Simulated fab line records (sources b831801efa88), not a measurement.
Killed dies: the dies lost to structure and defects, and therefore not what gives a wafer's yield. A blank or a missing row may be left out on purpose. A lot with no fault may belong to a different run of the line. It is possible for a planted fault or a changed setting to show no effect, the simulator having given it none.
fab line records	flow sky130
record lots=7	wafers=21	last-day=51
route steps=708 shown NWELL@65 PAD_OPEN@708
lots that met no fault: from a run of the same line without faults
start-h: the number of hours between the record's first day and the start of the first shown wafer of the lot	wait-h: time in hours since the lot's previous step	" as in the row above	L1.1+2: several wafers, shown together as one row	- no value present, or no start provided	* or withheld: withheld	< > ~ a bound
route shown NAME@n: NAME is a module with steps in the file, n the number in the route of the first one	usual: average and standard deviation across the fault-free wafers	same: alike in all rows	chamber/n: place in a boat	sites: each site's reading	_std_site: standard deviation of those values	_edge_site: the outer-site mean with the inner-site mean subtracted	radius-mm: how far each site lies from the wafer's centre	mask NAME#n: copy n	behind: tool/chamber where the wafer was last shaped	hold: cause of the lot's hold/its duration in hours/its outcome	device: names the non-switching transistor (n, p or np)	end of line: tests run on the same wafers once the route is complete	step lacking rows: just its recipe	killed: not the wafer's yield, but the dies lost to structure and defects at the first sort	map: dies across one wafer; x = killed, . = not, _ = none there
set.NAME: the run value of the setting; set.NAME@STEP: its run value at that earlier step	model.NAME: the simulator's own value behind a step, which no gauge read
lots seen at some steps along the route; tables by step, rows by wafer
services: from which hour (start-h, from the record's first day; less than 0 if before it) a tool's chamber was out of use, for how many hours, and why
## steps
# step SKY_NWELL_IMPLANT_12
# recipe species=P	energy-kev=120	dose-cm2=1.3e+12	tilt-deg=withheld
# step SKY_NWELL_IMPLANT_13
# recipe species=P	energy-kev=50	dose-cm2=7e+11	tilt-deg=withheld
# step SKY_NWELL_STRIP_14
# recipe chemistry=O2/N2	power-w=1400	pressure-mtorr=1500	platen-temp-c=withheld	o2-flow-sccm=3000	n2-flow-sccm=300	overash-fraction=0.5
# usual drypump-motor-current-A=5.76/0.15	oes-product-au=0.723/0.0049	strip-time-to-endpoint-s=36.91/0.11
# same overash-fraction=0.5
lot.wafer	tool	chamber	start-h	wait-h	drypump-motor-current-A	oes-product-au	rf-hours-counter-h	strip-time-to-endpoint-s
L769.2	plasma-asher-01	0	104.28	0.1	5.58	0.723	42	36.97
L769.4	"	1	"	"	5.77	0.725	-	36.99
L769.6	"	0	"	"	5.56	0.725	-	36.90
L770.2	plasma-asher-02	0	110.65	0.1	5.95	0.725	29	36.99
L770.3	"	1	"	"	5.74	0.719	-	37.05
L770.4	"	0	"	"	5.96	0.714	-	37.08
L777.2	plasma-asher-01	0	149.60	0.1	5.57	0.726	46	36.93
L777.5	"	1	"	"	5.74	0.721	-	36.84
L777.6	"	0	"	"	5.56	0.726	-	37.01
L780.1	plasma-asher-01	1	164.85	0.1	5.72	0.727	48	36.99
L780.3	"	1	"	"	5.75	0.726	-	36.97
L780.6	"	1	"	"	5.74	0.727	-	36.89
L781.1	plasma-asher-02	1	170.95	0.1	5.79	0.725	34	37.03
L781.3	"	0	"	"	5.94	0.714	-	36.97
L781.5	"	1	"	"	5.75	0.728	-	36.97
L782.4	plasma-asher-02	1	177.79	0.1	5.70	0.726	-	36.96
L782.5	"	0	"	"	5.98	0.725	-	36.91
L782.6	"	1	"	"	5.73	0.723	-	37.05
L789.1	plasma-asher-01	1	220.80	0.1	5.75	0.726	54	36.76
L789.3	"	0	"	"	5.58	0.708	-	36.74
L789.6	"	0	"	"	5.57	0.724	-	36.83
# step SKY_NWELL_TW_MEAS_15
# usual NWELL_TW=1818/20
lot.wafer	tool	chamber	start-h	wait-h	NWELL_TW
L769.2	film-metro-03	-	104.39	0.1	1807
L769.4	"	-	"	"	1817
L769.6	"	-	"	"	1802
L770.2	film-metro-01	-	110.76	0.1	1804
L770.3	"	-	"	"	1815
L770.4	"	-	"	"	1803
L777.2	film-metro-03	-	149.71	0.1	1808
L777.5	"	-	"	"	1818
L777.6	"	-	"	"	1817
L780.1	film-metro-01	-	164.95	0.1	1807
L780.3	"	-	"	"	1799
L780.6	"	-	"	"	1797
L781.1	film-metro-01	-	171.05	0.1	1801
L781.3	"	-	"	"	1800
L781.5	"	-	"	"	1814
L782.4	film-metro-02	-	177.88	0.1	1818
L782.5	"	-	"	"	1822
L782.6	"	-	"	"	1827
L789.1	film-metro-02	-	220.90	0.1	1852
L789.3	"	-	"	"	1840
L789.6	"	-	"	"	1848
# step SKY_NWELL_DEHYDRATE_16
# recipe temp-c=200	time-s=60
# step SKY_NWELL_HMDS_17
# recipe prime-time-s=60	prime-temp-c=120
# step SKY_NWELL_COAT_18
# recipe spin-rpm=2000	resist-thk-nm=3000
# step SKY_NWELL_SOFTBAKE_19
# recipe temp-c=110	time-s=withheld
# step SKY_NWELL_EXPOSE_20
# recipe mask-id=NWM_COMPLEMENT	na=0.6	source-shape=conventional	sigma-outer=0.6	polarization=unpolarized	target-cd-nm=840	dose-mj=260
# step SKY_NWELL_PEB_21
# recipe temp-c=115	time-s=withheld
# step SKY_NWELL_DEVELOP_22
# recipe wall-angle-deg=90	developer=TMAH	develop-time-s=60	dev-temp-c=23
# step SKY_NWELL_OVL_MEAS_23
# usual NWELL_01_OVL=-0.1/1.4
lot.wafer	tool	chamber	start-h	wait-h	NWELL_01_OVL[nm]
L769.2	overlay-02	-	124.25	-	2.8
L769.4	"	-	"	"	0.9
L769.6	"	-	"	"	1.9
L770.2	overlay-01	-	131.17	-	0.7
L770.3	"	-	"	"	0.6
L770.4	"	-	"	"	0.6
L777.2	overlay-02	-	170.82	-	0.5
L777.5	"	-	"	"	1.1
L777.6	"	-	"	"	0.2
L780.1	overlay-02	-	186.94	-	-0.4
L780.3	"	-	"	"	1.6
L780.6	"	-	"	"	-0.5
L781.1	overlay-02	-	193.49	-	1.3
L781.3	"	-	"	"	1.6
L781.5	"	-	"	"	2.1
L782.4	overlay-02	-	200.13	-	0.2
L782.5	"	-	"	"	-0.8
L782.6	"	-	"	"	-0.9
L789.1	overlay-02	-	243.87	-	-1.5
L789.3	"	-	"	"	-1.1
L789.6	"	-	"	"	-1.4
# step SKY_NWELL_IMPLANT_24
# recipe species=B	energy-kev=140	dose-cm2=9.2e+12	tilt-deg=withheld
# usual beam-on-s=10.00/0.18	faraday-current-uA=51.9/0.92
lot.wafer	tool	chamber	start-h	wait-h	beam-on-s	faraday-current-uA
L769.2	implanter-03	0	124.30	0.0	10.38	50.2
L769.4	"	0	"	"	10.22	50.8
L769.6	"	0	"	"	9.94	52.2
L770.2	implanter-02	0	131.23	0.0	9.65	53.9
L770.3	"	0	"	"	9.99	51.9
L770.4	"	0	"	"	10.15	51.5
L777.2	implanter-02	0	170.88	0.0	8.33	62.2
L777.5	"	0	"	"	8.38	62.0
L777.6	"	0	"	"	8.62	60.4
L780.1	implanter-02	0	186.98	0.0	8.30	62.2
L780.3	"	0	"	"	8.29	62.7
L780.6	"	0	"	"	8.30	62.6
L781.1	implanter-02	0	193.53	0.0	8.55	60.6
L781.3	"	0	"	"	8.34	62.4
L781.5	"	0	"	"	8.44	61.5
L782.4	implanter-03	0	200.23	0.1	10.32	50.2
L782.5	"	0	"	"	10.08	51.4
L782.6	"	0	"	"	9.82	52.8
L789.1	implanter-03	0	243.90	0.0	9.76	53.4
L789.3	"	0	"	"	10.07	51.1
L789.6	"	0	"	"	10.09	51.5
# step SKY_NWELL_STRIP_25
# recipe chemistry=O2/N2	power-w=1400	pressure-mtorr=1500	platen-temp-c=withheld	o2-flow-sccm=3000	n2-flow-sccm=300	overash-fraction=0.5
# usual drypump-motor-current-A=5.77/0.15	oes-product-au=0.722/0.0047	strip-time-to-endpoint-s=36.94/0.097
# same overash-fraction=0.5
lot.wafer	tool	chamber	start-h	wait-h	drypump-motor-current-A	oes-product-au	rf-hours-counter-h	strip-time-to-endpoint-s
L769.2	plasma-asher-02	1	124.43	0.1	5.73	0.724	31	36.83
L769.4	"	1	"	"	5.73	0.723	-	36.95
L769.6	"	0	"	"	5.96	0.724	-	36.83
L770.2	plasma-asher-01	1	131.35	0.1	5.72	0.725	45	36.84
L770.3	"	0	"	"	5.56	0.723	-	37.10
L770.4	"	1	"	"	5.77	0.725	-	36.91
L777.2	plasma-asher-01	0	171.00	0.1	5.57	0.730	49	37.07
L777.5	"	0	"	"	5.56	0.722	-	37.02
L777.6	"	1	"	"	5.78	0.718	-	36.93
L780.1	plasma-asher-02	1	187.13	0.1	5.71	0.723	36	37.02
L780.3	"	1	"	"	5.72	0.728	-	36.97
L780.6	"	1	"	"	5.69	0.726	-	37.04
L781.1	plasma-asher-01	0	193.68	0.1	5.57	0.722	51	37.00
L781.3	"	0	"	"	5.55	0.720	-	36.94
L781.5	"	1	"	"	5.72	0.723	-	37.02
L782.4	plasma-asher-01	1	200.34	0.1	5.70	0.720	-	37.01
L782.5	"	0	"	"	5.58	0.725	-	36.92
L782.6	"	1	"	"	5.74	0.722	-	37.00
L789.1	plasma-asher-02	0	244.05	0.1	5.91	0.728	42	36.80
L789.3	"	1	"	"	5.72	0.722	-	36.86
L789.6	"	1	"	"	5.71	0.724	-	36.88
# step SKY_NWELL_TW_MEAS_26
# usual NWELL_2_TW=497/6.4
lot.wafer	tool	chamber	start-h	wait-h	NWELL_2_TW
L769.2	film-metro-01	-	124.54	0.1	492
L769.4	"	-	"	"	493
L769.6	"	-	"	"	495
L770.2	film-metro-01	-	131.46	0.1	489
L770.3	"	-	"	"	492
L770.4	"	-	"	"	490
L777.2	film-metro-03	-	171.12	0.1	462
L777.5	"	-	"	"	463
L777.6	"	-	"	"	461
L780.1	film-metro-03	-	187.23	0.1	467
L780.3	"	-	"	"	466
L780.6	"	-	"	"	467
L781.1	film-metro-01	-	193.78	0.1	466
L781.3	"	-	"	"	464
L781.5	"	-	"	"	465
L782.4	film-metro-01	-	200.43	0.1	495
L782.5	"	-	"	"	495
L782.6	"	-	"	"	494
L789.1	film-metro-02	-	244.15	0.1	509
L789.3	"	-	"	"	511
L789.6	"	-	"	"	506
# step SKY_NWELL_CLEAN_27
# recipe chemistry=SC1/SC2	mix=1:4:20	temp-c=70	time-s=150	dry=n2-spin
# step SKY_PAD_OPEN_PROBE_99
# usual killed_at_M0_to_M3=43/6.8	killed_at_M4_up=3.3/1.9	killed-at-contacts=24/5.3	killed-at-front-end=14/4.3	killed-at-other=0.3/0.62	killed-dies=85/9.8	killed-open=46/8	killed-short=39/5.9
# same gross-dies=492	killed-at-back-side=0
lot.wafer	tool	chamber	start-h	wait-h	killed_at_M0_to_M3	killed_at_M4_up	killed-at-contacts	killed-at-front-end	killed-at-other	killed-dies	killed-open	killed-short	model.etest.pfet_16v.r-on-ohm-um	model.etest.res-iso-pwell.rs-ohm-sq	model.etest.res-pwell-under-gate.rs-ohm-sq	model.etest.res-iso-pwell.line-ohm-um	model.etest.pfet_16v.drive-ua-um	model.etest.res-nwell.width-nm	model.etest.field-n.vt-v	model.etest.nfet_05v0_nvt.vt-sat-v
L769.2	prober-01	-	1115.24	0.1	43	5	37	13	0	98	63	35	1.54e+04	3325	2273	1255	244.6	847.2	36.19	0.2943
L769.4	prober-01	-	1115.34	0.2	43	2	28	10	1	84	48	36	1.508e+04	3098	2295	1166	248.6	847.1	35.55	0.2985
L769.6	prober-01	-	1115.44	0.2	38	3	26	12	0	79	41	38	1.522e+04	3214	2280	1205	246.2	848.1	36.02	0.3062
L770.2	prober-02	-	1128.93	0.1	40	1	24	15	0	80	39	41	1.493e+04	2855	2274	1070	247.4	834	35.77	0.2873
L770.3	prober-02	-	1128.98	0.2	38	4	27	12	0	81	44	37	1.488e+04	2740	2265	1038	247.4	836.8	35.1	0.2926
L770.4	prober-02	-	1129.03	0.2	35	5	29	12	0	81	42	39	1.518e+04	2970	2265	1125	244.5	838.1	36.41	0.2929
L777.2	prober-01	-	1162.31	0.1	48	3	24	14	0	89	40	49	1.648e+04	3312	2596	1258	227.3	850.9	32.09	0.2612
L777.5	prober-01	-	1162.46	0.2	50	3	19	14	0	86	38	48	1.686e+04	3555	2603	1352	220.3	847.3	33.11	0.267
L777.6	prober-01	-	1162.51	0.2	43	2	24	17	0	86	42	44	1.661e+04	3282	2583	1244	226.9	848.6	32.12	0.2638
L780.1	prober-02	-	1181.72	0.1	45	2	22	17	0	86	43	43	1.641e+04	3705	2592	1418	229.1	857.9	32.55	0.2949
L780.3	prober-02	-	1181.82	0.2	42	2	26	17	0	87	50	37	1.703e+04	3970	2620	1507	218.9	862.1	32.82	0.2955
L780.6	prober-02	-	1181.97	0.2	51	2	25	15	0	93	52	41	1.687e+04	3964	2595	1502	221.6	866.9	32.83	0.2875
L781.1	prober-01	-	1182.75	0.1	42	1	17	17	0	77	45	32	1.666e+04	3473	2598	1322	225	858.7	32.52	0.2699
L781.3	prober-01	-	1182.85	0.2	41	4	27	25	0	97	49	48	1.703e+04	3712	2578	1404	217.6	866.5	33.03	0.2796
L781.5	prober-01	-	1182.95	0.2	31	5	23	14	0	73	37	36	1.686e+04	3525	2578	1343	220.2	856.2	32.75	0.2747
L782.4	prober-02	-	1191.58	0.2	35	7	33	13	0	88	51	37	1.521e+04	3049	2276	1163	242.8	841.8	36.09	0.2937
L782.5	prober-02	-	1191.63	0.2	42	1	18	18	0	79	41	38	1.553e+04	3252	2270	1230	241.1	849	36.54	0.291
L782.6	prober-02	-	1191.68	0.2	41	3	25	15	0	84	48	36	1.509e+04	3056	2269	1148	245.8	838.2	36.02	0.2997
L789.1	prober-01	-	1220.17	0.1	34	4	20	19	0	77	38	39	1.526e+04	3140	2292	1187	242.1	850.4	35.78	0.2891
L789.3	prober-01	-	1220.27	0.2	38	3	17	9	0	67	36	31	1.609e+04	3576	2289	1339	232.3	856.8	36.4	0.2988
L789.6	prober-01	-	1220.42	0.2	40	4	16	11	0	71	36	35	1.562e+04	3267	2288	1234	240.9	852	36.1	0.2867
# killed by level:class
L769.2 CONTACT:geometric-particle:open=17 VIA1:geometric-particle:open=16 LI_CONTACT:geometric-particle:open=7 VIA2:geometric-particle:open=6 CONTACT:geometric-particle:short=5 VIA3:geometric-particle:open=5 FIELD_ISO:geometric-particle:open=4 LOCAL_INTERCONNECT:geometric-particle:short=4
L769.4 CONTACT:geometric-particle:open=12 VIA1:geometric-particle:open=12 LI_CONTACT:geometric-particle:open=7 VIA2:geometric-particle:open=7 FIELD_ISO:geometric-particle:short=5 VIA1:geometric-particle:short=4 VIA2:geometric-particle:short=4 METAL3:geometric-particle:short=3
L769.6 VIA1:geometric-particle:open=10 CONTACT:geometric-particle:open=9 LOCAL_INTERCONNECT:geometric-particle:short=7 METAL2:geometric-particle:short=6 METAL1:geometric-particle:short=5 VIA2:geometric-particle:open=5 LI_CONTACT:geometric-particle:open=4 METAL1:geometric-particle:open=4
L770.2 CONTACT:geometric-particle:open=11 VIA1:geometric-particle:short=7 METAL1:geometric-particle:short=6 VIA1:geometric-particle:open=6 CONTACT:geometric-particle:short=5 FIELD_ISO:geometric-particle:short=4 LI_CONTACT:geometric-particle:open=4 VIA2:geometric-particle:open=4
L770.3 CONTACT:geometric-particle:open=12 VIA1:geometric-particle:open=8 FIELD_ISO:geometric-particle:open=6 CONTACT:geometric-particle:short=6 VIA2:geometric-particle:open=6 METAL1:geometric-particle:short=5 VIA3:geometric-particle:open=5 FIELD_ISO:geometric-particle:short=4
L770.4 VIA2:geometric-particle:open=11 LOCAL_INTERCONNECT:geometric-particle:short=8 CONTACT:geometric-particle:short=7 CONTACT:geometric-particle:open=7 LI_CONTACT:geometric-particle:open=6 VIA3:geometric-particle:open=6 VIA1:geometric-particle:short=4 METAL4:geometric-particle:short=4
L777.2 VIA1:geometric-particle:open=9 METAL2:geometric-particle:short=9 LOCAL_INTERCONNECT:geometric-particle:short=7 CONTACT:geometric-particle:open=7 POLY_GATE:geometric-particle:open=6 METAL1:geometric-particle:short=6 POLY_GATE:geometric-particle:short=5 LI_CONTACT:geometric-particle:open=4
L777.5 VIA1:geometric-particle:open=11 METAL2:geometric-particle:short=11 CONTACT:geometric-particle:open=7 VIA1:geometric-particle:short=7 VIA2:geometric-particle:short=6 VIA3:geometric-particle:open=4 LI_CONTACT:geometric-particle:open=4 METAL3:geometric-particle:short=4
L777.6 VIA1:geometric-particle:open=15 CONTACT:geometric-particle:open=8 FIELD_ISO:geometric-particle:short=6 LOCAL_INTERCONNECT:geometric-particle:short=5 VIA1:geometric-particle:short=5 VIA3:geometric-particle:short=5 POLY_GATE:geometric-particle:short=4 LI_CONTACT:geometric-particle:open=4
L780.1 VIA1:geometric-particle:open=12 LI_CONTACT:geometric-particle:open=8 METAL2:geometric-particle:short=7 CONTACT:geometric-particle:short=6 VIA1:geometric-particle:short=6 POLY_GATE:geometric-particle:short=5 CONTACT:geometric-particle:open=4 VIA2:geometric-particle:open=4
L780.3 VIA1:geometric-particle:open=14 CONTACT:geometric-particle:open=9 VIA3:geometric-particle:open=6 FIELD_ISO:geometric-particle:short=5 POLY_GATE:geometric-particle:short=5 LI_CONTACT:geometric-particle:open=5 LOCAL_INTERCONNECT:geometric-particle:short=5 VIA1:geometric-particle:short=5
L780.6 CONTACT:geometric-particle:open=10 VIA1:geometric-particle:open=9 LI_CONTACT:geometric-particle:open=8 VIA3:geometric-particle:open=8 FIELD_ISO:geometric-particle:open=7 METAL1:geometric-particle:short=7 VIA2:geometric-particle:open=6 CONTACT:geometric-particle:short=5
L781.1 VIA1:geometric-particle:open=9 VIA3:geometric-particle:open=7 LI_CONTACT:geometric-particle:open=7 CONTACT:geometric-particle:open=7 METAL2:geometric-particle:short=7 POLY_GATE:geometric-particle:open=6 VIA1:geometric-particle:short=5 VIA2:geometric-particle:open=5
L781.3 VIA1:geometric-particle:open=12 LI_CONTACT:geometric-particle:open=11 FIELD_ISO:geometric-particle:short=7 METAL1:geometric-particle:short=7 CONTACT:geometric-particle:short=6 FIELD_ISO:geometric-particle:open=5 LI_CONTACT:geometric-particle:short=5 POLY_GATE:geometric-particle:open=4
L781.5 CONTACT:geometric-particle:open=11 VIA1:geometric-particle:open=8 FIELD_ISO:geometric-particle:short=5 LI_CONTACT:geometric-particle:open=5 METAL2:geometric-particle:short=5 METAL4:geometric-particle:short=5 VIA3:geometric-particle:open=4 LOCAL_INTERCONNECT:geometric-particle:short=4
L782.4 CONTACT:geometric-particle:open=14 VIA1:geometric-particle:open=12 LI_CONTACT:geometric-particle:open=7 CONTACT:geometric-particle:short=7 VIA1:geometric-particle:short=6 VIA3:geometric-particle:open=6 METAL2:geometric-particle:short=5 FIELD_ISO:geometric-particle:short=4
L782.5 FIELD_ISO:geometric-particle:open=10 METAL1:geometric-particle:short=9 VIA2:geometric-particle:open=6 LI_CONTACT:geometric-particle:open=5 CONTACT:geometric-particle:open=5 CONTACT:geometric-particle:short=5 VIA1:geometric-particle:open=5 METAL2:geometric-particle:short=5
L782.6 VIA1:geometric-particle:open=12 CONTACT:geometric-particle:open=10 VIA3:geometric-particle:open=8 CONTACT:geometric-particle:short=6 VIA1:geometric-particle:short=6 FIELD_ISO:geometric-particle:open=4 POLY_GATE:geometric-particle:short=4 LI_CONTACT:geometric-particle:open=4
L789.1 CONTACT:geometric-particle:open=9 VIA1:geometric-particle:open=8 POLY_GATE:geometric-particle:short=7 METAL1:geometric-particle:short=7 LI_CONTACT:geometric-particle:open=4 POLY_GATE:geometric-particle:open=4 SPACER:geometric-particle:short=4 VIA3:geometric-particle:open=3
L789.3 VIA1:geometric-particle:open=9 METAL1:geometric-particle:short=6 LOCAL_INTERCONNECT:geometric-particle:short=5 CONTACT:geometric-particle:open=5 POLY_GATE:geometric-particle:open=4 LI_CONTACT:geometric-particle:open=4 VIA2:geometric-particle:open=4 METAL2:geometric-particle:short=4
L789.6 VIA1:geometric-particle:open=9 CONTACT:geometric-particle:open=7 METAL1:geometric-particle:short=7 FIELD_ISO:geometric-particle:short=6 VIA3:geometric-particle:open=6 VIA2:geometric-particle:open=5 CONTACT:geometric-particle:short=4 METAL2:geometric-particle:short=4
## services
tool	chamber	start-h	hours	kind
implanter-02	-	91.99	2.2	pm
plasma-asher-02	-	107.91	0.4	repair
implanter-02	-	127.88	3.1	repair
plasma-asher-01	-	141.17	2.5	repair
implanter-03	-	145.23	6.4	pm
plasma-asher-02	-	148.19	15.6	pm
implanter-03	-	151.60	17.5	pm
implanter-03	-	206.58	1.4	repair
plasma-asher-01	-	234.57	3.1	repair
## key
first-sign step=SKY_NWELL_IMPLANT_24	reading=faraday-current-uA	direction=up	sigmas=11	usual=51.9	struck=61.8
effect step=SKY_NWELL_IMPLANT_24	reading=beam-on-s	direction=down	sigmas=8.9	usual=10.00	struck=8.39
effect step=SKY_NWELL_TW_MEAS_26	reading=NWELL_2_TW	direction=down	sigmas=5	usual=497	struck=465
model-effect step=SKY_PAD_OPEN_PROBE_99	value=etest.pfet_16v.r-on-ohm-um	without=1.529e+04	struck=1.676e+04
met-at SKY_NWELL_IMPLANT_24
struck-wafers L777.2,L777.5,L777.6,L780.1,L780.3,L780.6,L781.1,L781.3,L781.5
tester-left-out L777,L780,L781
onset-between 131.23 170.88
fault kind=process-parameter-drift	tool=implanter-02	chamber=-	onset-h=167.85	steps=SKY_NWELL_IMPLANT_24	channel=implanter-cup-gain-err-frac	offset=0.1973	shape=step	end-h=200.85
# tester-left-out: of these lots the tester's yield and bins aren't shown, on N5 and GAA mostly nor the transistor test; their killed dies are dies lost to structure and defects alone, not to doping, threshold or leakage, so they don't give the yield
